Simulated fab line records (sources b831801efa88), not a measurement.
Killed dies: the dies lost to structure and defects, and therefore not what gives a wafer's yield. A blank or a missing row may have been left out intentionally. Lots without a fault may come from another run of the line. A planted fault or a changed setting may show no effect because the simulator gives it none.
Which tool is to blame?	flow sky130	6 lots, 18 wafers sampled, at 1 step of a route of 708

== WHAT THE GAUGES READ, wafer by wafer ==
SKY_METAL3_OVL_MEAS_14.
lot	measured	on	METAL3_OVL (nm)
L132	day 38 23:49	overlay-01	1 3 5
L135	day 40 02:55	overlay-01	-1 -5 0
L141	day 41 17:44	overlay-01	12 16 7
L144	day 42 18:34	overlay-02	10 8 9
L147	day 43 15:16	overlay-02	10 4 8
L153	day 45 11:16	overlay-02	0 -2 1

== TOOL THAT RAN EACH LOT (tool first, then ch and the chambers of the sampled wafers, then the start) ==
No process step before these readings appears in the record.

== THE ANSWER, worked out from the rows above alone ==
Rule: usual is defined by the lots themselves. Put in order of their means at a reading, lots are off if they are a third of the lots or fewer, leave a main group of 4 or more, and stand apart from it by a gap of 3 or more times the standard deviation of the main group's means; of several such gaps the widest counts. The tables above print the reading to a certain number of digits; a main group whose means all agree to those digits is not used. A lot without any number at a reading at which 4 lots or more have one is off too. Where the step has rows for the other lots, those lots are counted as sound.
None of the lots is off at any reading shown; this tells nothing.

== WHAT THE SIMULATOR PUT IN ==
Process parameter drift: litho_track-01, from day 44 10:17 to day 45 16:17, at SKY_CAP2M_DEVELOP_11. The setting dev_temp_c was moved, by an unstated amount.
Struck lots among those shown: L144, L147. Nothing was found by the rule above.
